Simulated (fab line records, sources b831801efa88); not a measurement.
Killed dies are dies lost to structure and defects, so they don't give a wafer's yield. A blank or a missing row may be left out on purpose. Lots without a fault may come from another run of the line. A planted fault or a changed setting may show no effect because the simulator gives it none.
A struck lot beside a sound one | flow sfq_line | 14 steps out of a route of 325
Sound: wafers L489.1, L489.2, L489.5. Struck: wafers L497.4, L497.5. (L497.3 of the same lot was not struck and is left out.) The cause comes at the end.
At each step with rows: each side's tool, then ch and its chambers, then its first start. Under that, the readings that differ: sound wafers | struck wafers | difference of the means | sigmas: that difference in standard deviations of wafers without a fault.
alike: readings whose means differ by less than 2 such deviations, and words and numbers that are the same on both sides. not compared: withheld readings, readings that some wafer has no value for, bounds like >300 that may hide the same value, and numbers for which the record gives no deviation and whose values overlap.
The two part at a step that has a row with sigmas, a row that says differs or no value, or rows on one side only. Numbers that don't overlap but have no deviation are shown without sigmas and don't part them. A reading that every wafer of one side lacks parts them only if that side has two wafers or more.

first, 6 steps without rows for these wafers: SFQ_TRILAYER_M5_LITHO_COAT_128 (resist thk 62 nm); SFQ_TRILAYER_M5_LITHO_COAT_123 (resist thk 600 nm); SFQ_TRILAYER_M5_LITHO_SOFTBAKE_127; SFQ_TRILAYER_M5_LITHO_EXPOSE_124 (exposes mask M5, target cd 700 nm); SFQ_TRILAYER_M5_LITHO_PEB_126 (peb time 60 s); SFQ_TRILAYER_M5_LITHO_DEVELOP_125 (time 60 s).
SFQ_M5_OVL_MEAS_932:
  sound on overlay-02, day 59 15:22; struck on overlay-01, day 64 01:52
  alike: M5_OVL
SFQ_TRILAYER_M5_BARC_OPEN_METAL_ETCH_161: etches BARC in O2, target depth 125 nm, time 41.7 s.
  sound on rie_metal-03 ch 0,1, day 59 15:24; struck on rie_metal-03 ch 0,1, day 64 01:55
  alike: drypump_motor_current_A, oes_product_au
  not compared: rf_hours_counter_h
SFQ_TRILAYER_M5_ETCH_METAL_ETCH_126: etches Nb in Cl2/BCl3, stops on SiO2, time 203.2 s, target depth 265 nm.
  sound on rie_metal-03 ch 0,1, day 59 15:28; struck on rie_metal-03 ch 0,1, day 64 02:01
  alike: drypump_motor_current_A, oes_product_au
  not compared: rf_hours_counter_h
SFQ_TRILAYER_M5_STRIP_STRIP_127: strips in O2.
  sound on rie_metal-03 ch 0,1, day 59 15:40; struck on rie_metal-03 ch 0,1, day 64 02:20
  alike: drypump_motor_current_A, oes_product_au
  not compared: rf_hours_counter_h
then, 1 step without rows for these wafers: SFQ_TRILAYER_M5_STRIP_SOLV_CLEAN_128 (cleans in NMP, time 600 s).
SFQ_TRILAYER_A5B_DEP_PECVD_129: deposits SiO2 from SiH4/N2O, time 133.33 s, target thk 600 nm.
  sound on pecvd-03 ch 0,1,2, day 59 16:26; struck on pecvd-02 ch 1,2, day 64 02:56
  alike: heater_power_w, throttle_valve_pct
  not compared: since_wet_clean_h
SFQ_TRILAYER_A5B_CMP_CMP_130: polishes, stops on Nb, target thk 340.7 nm.
  sound on cmp-01 ch 0,1,2, day 59 17:05; struck on cmp-01 ch 2, day 64 03:01
  reading                 | sound             | struck      | difference | sigmas
  head_pressure_psi (psi) | 3.006 3.005 3.001 | 2.876 2.867 | -0.132     | -19
  alike: motor_current_A, retaining_ring_pressure_frac
SFQ_TRILAYER_A5B_METRO_MEASURE_131:
  sound on film_metro-01, day 59 20:05; struck on film_metro-03, day 64 06:25
  alike: thk_nm

WHERE THEY PART
Only at SFQ_TRILAYER_A5B_CMP_CMP_130, within this record. Later steps at which nothing parts them and some readings are alike: SFQ_TRILAYER_A5B_METRO_MEASURE_131.

WHY: what the simulator had put in
Process parameter drift: cmp-01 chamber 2, from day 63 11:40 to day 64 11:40, at SFQ_TRILAYER_A5B_CMP_CMP_130. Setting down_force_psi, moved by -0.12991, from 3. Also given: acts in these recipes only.
